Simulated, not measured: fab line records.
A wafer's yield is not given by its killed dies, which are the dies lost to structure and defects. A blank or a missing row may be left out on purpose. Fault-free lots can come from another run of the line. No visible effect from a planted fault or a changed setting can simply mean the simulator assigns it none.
Which of the tools did it? / flow sfqLine / 14 lots with 42 wafers sampled at 6 steps, on a route of 325 steps

## WHAT EACH GAUGE READ, for each wafer
SFQ_I2_OVL_MEAS_918. Usual: I2_OVL gives 1 nm (standard deviation 5.4).
lot=L159; measured=day 31 13:41; on=overlay-01; I2_OVL (nm)=8 5 6; flag=
lot=L161; measured=day 32 00:28; on=overlay-01; I2_OVL (nm)=0 -3 3; flag=
lot=L162; measured=day 32 06:29; on=overlay-01; I2_OVL (nm)=10 -2 6; flag=
lot=L165; measured=day 32 16:05; on=overlay-01; I2_OVL (nm)=4 6 5; flag=
lot=L166; measured=day 32 22:58; on=overlay-01; I2_OVL (nm)=4 7 8; flag=
lot=L167; measured=day 34 08:34; on=overlay-01; I2_OVL (nm)=3 4 5; flag=
lot=L168; measured=day 36 00:10; on=overlay-01; I2_OVL (nm)=-8 -5 -9; flag=
lot=L169; measured=day 36 05:57; on=overlay-01; I2_OVL (nm)=-2 -3 -1; flag=
lot=L170; measured=day 37 06:13; on=overlay-01; I2_OVL (nm)=-14 -6 -2; flag=
lot=L177; measured=day 46 06:53; on=overlay-01; I2_OVL (nm)=5 6 -1; flag=
lot=L178; measured=day 46 10:29; on=overlay-01; I2_OVL (nm)=-6 -9 -2; flag=
lot=L179; measured=day 46 16:29; on=overlay-01; I2_OVL (nm)=2 -1 -1; flag=
lot=L181; measured=day 47 03:25; on=overlay-01; I2_OVL (nm)=10 2 11; flag=
lot=L182; measured=day 47 07:01; on=overlay-01; I2_OVL (nm)=1 1 -6; flag=

SFQ_I5_OVL_MEAS_936. Usual: I5_OVL gives -1 nm (standard deviation 4.4).
lot=L159; measured=day 62 01:06; on=overlay-02; I5_OVL (nm)=0 -2 -5; flag=
lot=L161; measured=day 62 09:29; on=overlay-02; I5_OVL (nm)=-4 4 1; flag=
lot=L162; measured=day 62 20:17; on=overlay-02; I5_OVL (nm)=-2 1 4; flag=
lot=L165; measured=day 63 16:56; on=overlay-01; I5_OVL (nm)=6 4 4; flag=
lot=L166; measured=day 64 05:06; on=overlay-02; I5_OVL (nm)=5 0 -2; flag=
lot=L167; measured=day 64 21:48; on=overlay-02; I5_OVL (nm)=6 10 4; flag=
lot=L168; measured=day 65 09:47; on=overlay-01; I5_OVL (nm)=- - -; flag=OFF
lot=L169; measured=day 65 13:23; on=overlay-01; I5_OVL (nm)=- - -; flag=OFF
lot=L170; measured=day 65 22:59; on=overlay-02; I5_OVL (nm)=-9 -4 -7; flag=
lot=L177; measured=day 68 19:44; on=overlay-02; I5_OVL (nm)=-2 0 -1; flag=
lot=L178; measured=day 68 23:20; on=overlay-01; I5_OVL (nm)=-2 0 4; flag=
lot=L179; measured=day 69 06:32; on=overlay-01; I5_OVL (nm)=-2 -4 -7; flag=
lot=L181; measured=day 70 04:08; on=overlay-02; I5_OVL (nm)=-3 -6 -8; flag=
lot=L182; measured=day 70 07:44; on=overlay-02; I5_OVL (nm)=1 3 1; flag=

## WHICH TOOL RAN EACH LOT (tool, then ch and the chambers of the sampled wafers, then the start)
lot=L159; SFQ_TRILAYER_I3_DEP_PECVD_081=pecvd-04 ch 0,2, day 38 02:10; SFQ_TRILAYER_I3_VIA_ETCH_VIA_ETCH_088=rieDiel-04 ch 0,2,3, day 44 10:05; SFQ_TRILAYER_M4_LITHO_EXPOSE_094=krfScanner-02 ch 0, day 44 15:06; SFQ_TRILAYER_JJ_CE_STRIP_STRIP_120=rieMetal-03 ch 0,1, day 50 19:00
lot=L161; SFQ_TRILAYER_I3_DEP_PECVD_081=pecvd-01 ch 0,2, day 38 15:22; SFQ_TRILAYER_I3_VIA_ETCH_VIA_ETCH_088=rieDiel-04 ch 1,2,3, day 45 02:53; SFQ_TRILAYER_M4_LITHO_EXPOSE_094=krfScanner-01 ch 0, day 50 10:34; SFQ_TRILAYER_JJ_CE_STRIP_STRIP_120=rieMetal-04 ch 0,1, day 51 06:45
lot=L162; SFQ_TRILAYER_I3_DEP_PECVD_081=pecvd-02 ch 0,1, day 38 22:34; SFQ_TRILAYER_I3_VIA_ETCH_VIA_ETCH_088=rieDiel-01 ch 0,3, day 45 09:22; SFQ_TRILAYER_M4_LITHO_EXPOSE_094=krfScanner-02 ch 0, day 50 21:25; SFQ_TRILAYER_JJ_CE_STRIP_STRIP_120=rieMetal-04 ch 0,1, day 51 13:27
lot=L165; SFQ_TRILAYER_I3_DEP_PECVD_081=pecvd-04 ch 0,2, day 39 06:58; SFQ_TRILAYER_I3_VIA_ETCH_VIA_ETCH_088=rieDiel-02 ch 0,1, day 45 18:58; SFQ_TRILAYER_M4_LITHO_EXPOSE_094=krfScanner-02 ch 0, day 51 08:13; SFQ_TRILAYER_JJ_CE_STRIP_STRIP_120=rieMetal-02 ch 0,1, day 52 05:44
lot=L166; SFQ_TRILAYER_I3_DEP_PECVD_081=pecvd-01 ch 1,2, day 39 13:02; SFQ_TRILAYER_I3_VIA_ETCH_VIA_ETCH_088=rieDiel-01 ch 0,1,3, day 46 03:22; SFQ_TRILAYER_M4_LITHO_EXPOSE_094=krfScanner-01 ch 0, day 51 17:08; SFQ_TRILAYER_JJ_CE_STRIP_STRIP_120=rieMetal-04 ch 0, day 52 18:11
lot=L167; SFQ_TRILAYER_I3_DEP_PECVD_081=pecvd-02 ch 0,1, day 40 20:19; SFQ_TRILAYER_I3_VIA_ETCH_VIA_ETCH_088=rieDiel-01 ch 0,2,3, day 47 10:41; SFQ_TRILAYER_M4_LITHO_EXPOSE_094=krfScanner-02 ch 0, day 52 23:43; SFQ_TRILAYER_JJ_CE_STRIP_STRIP_120=rieMetal-02 ch 0,1, day 53 17:43
lot=L168; SFQ_TRILAYER_I3_DEP_PECVD_081=pecvd-02 ch 0,1, day 42 06:58; SFQ_TRILAYER_I3_VIA_ETCH_VIA_ETCH_088=rieDiel-04 ch 0,2,3, day 48 08:17; SFQ_TRILAYER_M4_LITHO_EXPOSE_094=krfScanner-01, day 54 02:02; SFQ_TRILAYER_JJ_CE_STRIP_STRIP_120=rieMetal-02 ch 0,1, day 54 20:22
lot=L169; SFQ_TRILAYER_I3_DEP_PECVD_081=pecvd-04 ch 0,2, day 42 10:32; SFQ_TRILAYER_I3_VIA_ETCH_VIA_ETCH_088=rieDiel-02 ch 0,1,2, day 48 13:05; SFQ_TRILAYER_M4_LITHO_EXPOSE_094=krfScanner-01, day 54 04:14; SFQ_TRILAYER_JJ_CE_STRIP_STRIP_120=rieMetal-02 ch 0,1, day 54 21:34
lot=L170; SFQ_TRILAYER_I3_DEP_PECVD_081=pecvd-04 ch 1,2, day 43 06:34; SFQ_TRILAYER_I3_VIA_ETCH_VIA_ETCH_088=rieDiel-01 ch 0,2, day 49 03:29; SFQ_TRILAYER_M4_LITHO_EXPOSE_094=krfScanner-02 ch 0, day 54 20:08; SFQ_TRILAYER_JJ_CE_STRIP_STRIP_120=rieMetal-03 ch 0,1, day 55 11:44
lot=L177; SFQ_TRILAYER_I3_DEP_PECVD_081=pecvd-04 ch 1,2, day 46 11:24; SFQ_TRILAYER_I3_VIA_ETCH_VIA_ETCH_088=rieDiel-01 ch 2,3, day 52 03:43; SFQ_TRILAYER_M4_LITHO_EXPOSE_094=krfScanner-01 ch 0, day 57 11:52; SFQ_TRILAYER_JJ_CE_STRIP_STRIP_120=rieMetal-02 ch 0, day 58 06:13
lot=L178; SFQ_TRILAYER_I3_DEP_PECVD_081=pecvd-02 ch 1,2, day 46 15:00; SFQ_TRILAYER_I3_VIA_ETCH_VIA_ETCH_088=rieDiel-02 ch 0,2, day 52 06:05; SFQ_TRILAYER_M4_LITHO_EXPOSE_094=krfScanner-01 ch 0, day 57 14:04; SFQ_TRILAYER_JJ_CE_STRIP_STRIP_120=rieMetal-03 ch 0, day 58 08:37
lot=L179; SFQ_TRILAYER_I3_DEP_PECVD_081=pecvd-04 ch 0,1,2, day 46 21:01; SFQ_TRILAYER_I3_VIA_ETCH_VIA_ETCH_088=rieDiel-01 ch 1,2, day 52 07:17; SFQ_TRILAYER_M4_LITHO_EXPOSE_094=krfScanner-01 ch 0, day 57 16:28; SFQ_TRILAYER_JJ_CE_STRIP_STRIP_120=rieMetal-03 ch 0,1, day 58 12:23
lot=L181; SFQ_TRILAYER_I3_DEP_PECVD_081=pecvd-01 ch 0,1,2, day 52 16:38; SFQ_TRILAYER_I3_VIA_ETCH_VIA_ETCH_088=rieDiel-01 ch 0,2,3, day 53 06:05; SFQ_TRILAYER_M4_LITHO_EXPOSE_094=krfScanner-02 ch 0, day 58 17:00; SFQ_TRILAYER_JJ_CE_STRIP_STRIP_120=rieMetal-02 ch 0,1, day 64 16:26
lot=L182; SFQ_TRILAYER_I3_DEP_PECVD_081=pecvd-02 ch 0,1,2, day 52 20:14; SFQ_TRILAYER_I3_VIA_ETCH_VIA_ETCH_088=rieDiel-04 ch 0,1,2, day 53 07:49; SFQ_TRILAYER_M4_LITHO_EXPOSE_094=krfScanner-02 ch 0, day 58 18:12; SFQ_TRILAYER_JJ_CE_STRIP_STRIP_120=rieMetal-02 ch 1, day 64 17:35
- SFQ_TRILAYER_I3_DEP_PECVD_081: deposits SiO2 from SiH4/N2O, time 111.11 s, target thk 500 nm.
- SFQ_TRILAYER_I3_VIA_ETCH_VIA_ETCH_088: etches SiO2 in CHF3, stops on Nb, target depth 260 nm.
- SFQ_TRILAYER_M4_LITHO_EXPOSE_094: exposes mask M4, target cd 500 nm.
- SFQ_TRILAYER_JJ_CE_STRIP_STRIP_120: strips in O2.

## WHAT THE TOOLS THEMSELVES READ (means of the sampled wafers that have a number; where no wafer has one, the mark that the record gives instead)
SFQ_TRILAYER_I3_DEP_PECVD_081. Usual: chamberPressureTorr 2.399 Torr, standard deviation 0.0054; heaterPowerOuterW 25 W, standard deviation 8.6; heaterPowerW 76 W, standard deviation 14; throttleValvePct 24.9 %, standard deviation 0.75.
lot=L159; tool=pecvd-04; chamberPressureTorr (Torr)=2.394; heaterPowerOuterW (W)=28; heaterPowerW (W)=77; throttleValvePct (%)=25.2; flag=
lot=L161; tool=pecvd-01; chamberPressureTorr (Torr)=2.402; heaterPowerOuterW (W)=33; heaterPowerW (W)=95; throttleValvePct (%)=24.2; flag=
lot=L162; tool=pecvd-02; chamberPressureTorr (Torr)=2.405; heaterPowerOuterW (W)=10; heaterPowerW (W)=57; throttleValvePct (%)=23.7; flag=
lot=L165; tool=pecvd-04; chamberPressureTorr (Torr)=2.403; heaterPowerOuterW (W)=25; heaterPowerW (W)=71; throttleValvePct (%)=25.0; flag=
lot=L166; tool=pecvd-01; chamberPressureTorr (Torr)=2.401; heaterPowerOuterW (W)=23; heaterPowerW (W)=68; throttleValvePct (%)=25.5; flag=
lot=L167; tool=pecvd-02; chamberPressureTorr (Torr)=2.399; heaterPowerOuterW (W)=11; heaterPowerW (W)=58; throttleValvePct (%)=23.9; flag=
lot=L168; tool=pecvd-02; chamberPressureTorr (Torr)=-; heaterPowerOuterW (W)=-; heaterPowerW (W)=-; throttleValvePct (%)=-; flag=OFF
lot=L169; tool=pecvd-04; chamberPressureTorr (Torr)=-; heaterPowerOuterW (W)=-; heaterPowerW (W)=-; throttleValvePct (%)=-; flag=OFF
lot=L170; tool=pecvd-04; chamberPressureTorr (Torr)=2.402; heaterPowerOuterW (W)=32; heaterPowerW (W)=86; throttleValvePct (%)=25.2; flag=
lot=L177; tool=pecvd-04; chamberPressureTorr (Torr)=2.393; heaterPowerOuterW (W)=32; heaterPowerW (W)=85; throttleValvePct (%)=25.2; flag=
lot=L178; tool=pecvd-02; chamberPressureTorr (Torr)=2.404; heaterPowerOuterW (W)=21; heaterPowerW (W)=68; throttleValvePct (%)=24.4; flag=
lot=L179; tool=pecvd-04; chamberPressureTorr (Torr)=2.401; heaterPowerOuterW (W)=25; heaterPowerW (W)=74; throttleValvePct (%)=25.1; flag=
lot=L181; tool=pecvd-01; chamberPressureTorr (Torr)=2.401; heaterPowerOuterW (W)=33; heaterPowerW (W)=88; throttleValvePct (%)=25.7; flag=
lot=L182; tool=pecvd-02; chamberPressureTorr (Torr)=2.400; heaterPowerOuterW (W)=19; heaterPowerW (W)=68; throttleValvePct (%)=24.8; flag=

SFQ_TRILAYER_I3_VIA_ETCH_VIA_ETCH_088. Usual: drypumpMotorCurrentA 5.6 A, standard deviation 0.43; oesProductAu 0.856 a.u., standard deviation 0.005.
lot=L159; tool=rieDiel-04; drypumpMotorCurrentA (A)=5.2; oesProductAu (a.u.)=0.854; flag=
lot=L161; tool=rieDiel-04; drypumpMotorCurrentA (A)=5.6; oesProductAu (a.u.)=0.859; flag=
lot=L162; tool=rieDiel-01; drypumpMotorCurrentA (A)=5.6; oesProductAu (a.u.)=0.857; flag=
lot=L165; tool=rieDiel-02; drypumpMotorCurrentA (A)=5.7; oesProductAu (a.u.)=0.855; flag=
lot=L166; tool=rieDiel-01; drypumpMotorCurrentA (A)=5.7; oesProductAu (a.u.)=0.854; flag=
lot=L167; tool=rieDiel-01; drypumpMotorCurrentA (A)=5.9; oesProductAu (a.u.)=0.858; flag=
lot=L168; tool=rieDiel-04; drypumpMotorCurrentA (A)=5.2; oesProductAu (a.u.)=0.375; flag=OFF
lot=L169; tool=rieDiel-02; drypumpMotorCurrentA (A)=5.8; oesProductAu (a.u.)=0.373; flag=OFF
lot=L170; tool=rieDiel-01; drypumpMotorCurrentA (A)=6.0; oesProductAu (a.u.)=0.857; flag=
lot=L177; tool=rieDiel-01; drypumpMotorCurrentA (A)=6.0; oesProductAu (a.u.)=0.862; flag=
lot=L178; tool=rieDiel-02; drypumpMotorCurrentA (A)=5.4; oesProductAu (a.u.)=0.857; flag=
lot=L179; tool=rieDiel-01; drypumpMotorCurrentA (A)=6.1; oesProductAu (a.u.)=0.859; flag=
lot=L181; tool=rieDiel-01; drypumpMotorCurrentA (A)=5.9; oesProductAu (a.u.)=0.858; flag=
lot=L182; tool=rieDiel-04; drypumpMotorCurrentA (A)=5.3; oesProductAu (a.u.)=0.856; flag=

SFQ_TRILAYER_M4_LITHO_EXPOSE_094. Usual: exposureDoseMJCm2 14.401, standard deviation 0.013; focusOffsetNm -0.1 nm, standard deviation 0.47.
lot=L159; tool=krfScanner-02; exposureDoseMJCm2=14.408; focusOffsetNm (nm)=0.0; flag=
lot=L161; tool=krfScanner-01; exposureDoseMJCm2=14.395; focusOffsetNm (nm)=-0.5; flag=
lot=L162; tool=krfScanner-02; exposureDoseMJCm2=14.393; focusOffsetNm (nm)=-0.2; flag=
lot=L165; tool=krfScanner-02; exposureDoseMJCm2=14.395; focusOffsetNm (nm)=-0.0; flag=
lot=L166; tool=krfScanner-01; exposureDoseMJCm2=14.419; focusOffsetNm (nm)=0.1; flag=
lot=L167; tool=krfScanner-02; exposureDoseMJCm2=14.405; focusOffsetNm (nm)=0.2; flag=
lot=L168; tool=krfScanner-01; exposureDoseMJCm2=-; focusOffsetNm (nm)=-; flag=OFF
lot=L169; tool=krfScanner-01; exposureDoseMJCm2=-; focusOffsetNm (nm)=-; flag=OFF
lot=L170; tool=krfScanner-02; exposureDoseMJCm2=14.393; focusOffsetNm (nm)=-0.4; flag=
lot=L177; tool=krfScanner-01; exposureDoseMJCm2=14.394; focusOffsetNm (nm)=0.2; flag=
lot=L178; tool=krfScanner-01; exposureDoseMJCm2=14.399; focusOffsetNm (nm)=-0.5; flag=
lot=L179; tool=krfScanner-01; exposureDoseMJCm2=14.408; focusOffsetNm (nm)=0.2; flag=
lot=L181; tool=krfScanner-02; exposureDoseMJCm2=14.402; focusOffsetNm (nm)=-0.7; flag=
lot=L182; tool=krfScanner-02; exposureDoseMJCm2=14.405; focusOffsetNm (nm)=0.3; flag=

SFQ_TRILAYER_JJ_CE_STRIP_STRIP_120. Usual: drypumpMotorCurrentA 5.9 A, standard deviation 0.4; oesProductAu 1.001 a.u., standard deviation 0.0089.
lot=L159; tool=rieMetal-03; drypumpMotorCurrentA (A)=6.0; oesProductAu (a.u.)=1.000; flag=
lot=L161; tool=rieMetal-04; drypumpMotorCurrentA (A)=5.4; oesProductAu (a.u.)=1.000; flag=
lot=L162; tool=rieMetal-04; drypumpMotorCurrentA (A)=5.6; oesProductAu (a.u.)=0.999; flag=
lot=L165; tool=rieMetal-02; drypumpMotorCurrentA (A)=5.7; oesProductAu (a.u.)=0.997; flag=
lot=L166; tool=rieMetal-04; drypumpMotorCurrentA (A)=5.1; oesProductAu (a.u.)=0.990; flag=
lot=L167; tool=rieMetal-02; drypumpMotorCurrentA (A)=6.0; oesProductAu (a.u.)=0.993; flag=
lot=L168; tool=rieMetal-02; drypumpMotorCurrentA (A)=5.7; oesProductAu (a.u.)=0.997; flag=
lot=L169; tool=rieMetal-02; drypumpMotorCurrentA (A)=6.0; oesProductAu (a.u.)=0.997; flag=
lot=L170; tool=rieMetal-03; drypumpMotorCurrentA (A)=6.0; oesProductAu (a.u.)=1.005; flag=
lot=L177; tool=rieMetal-02; drypumpMotorCurrentA (A)=6.3; oesProductAu (a.u.)=0.991; flag=
lot=L178; tool=rieMetal-03; drypumpMotorCurrentA (A)=6.1; oesProductAu (a.u.)=1.015; flag=
lot=L179; tool=rieMetal-03; drypumpMotorCurrentA (A)=6.0; oesProductAu (a.u.)=1.014; flag=
lot=L181; tool=rieMetal-02; drypumpMotorCurrentA (A)=6.0; oesProductAu (a.u.)=0.999; flag=
lot=L182; tool=rieMetal-02; drypumpMotorCurrentA (A)=5.4; oesProductAu (a.u.)=1.002; flag=

## THE ANSWER, worked out from the rows above alone
Rule: lot off if the mean of its wafers having a number is beyond 3 standard deviations from the usual mean. Also off: a lot with no number at a reading for which 4 or more lots have one. The other lots that the step has rows for count as sound. The gauges are gone through in route order, then the tools' own readings, and for those a lot's mean is taken as printed above. The first step at which some lot is off is used, and at that step the reading that is off furthest; a lot without a number counts as furthest.
Off: L168, L169, at SFQ_I5_OVL_MEAS_936 (I5_OVL). Without a number there: L168, L169.
If a tool, at a process step before that reading, ran all the lots that are off and no sound lot after the first of them, it fits. Not tried: the gauges at SFQ_I5_OVL_MEAS_936; whatever is off there is also off at SFQ_TRILAYER_I3_DEP_PECVD_081, on other tools, and gauge error can't account for it. Of those tried, none fits.

## WHAT THE SIMULATOR PUT IN
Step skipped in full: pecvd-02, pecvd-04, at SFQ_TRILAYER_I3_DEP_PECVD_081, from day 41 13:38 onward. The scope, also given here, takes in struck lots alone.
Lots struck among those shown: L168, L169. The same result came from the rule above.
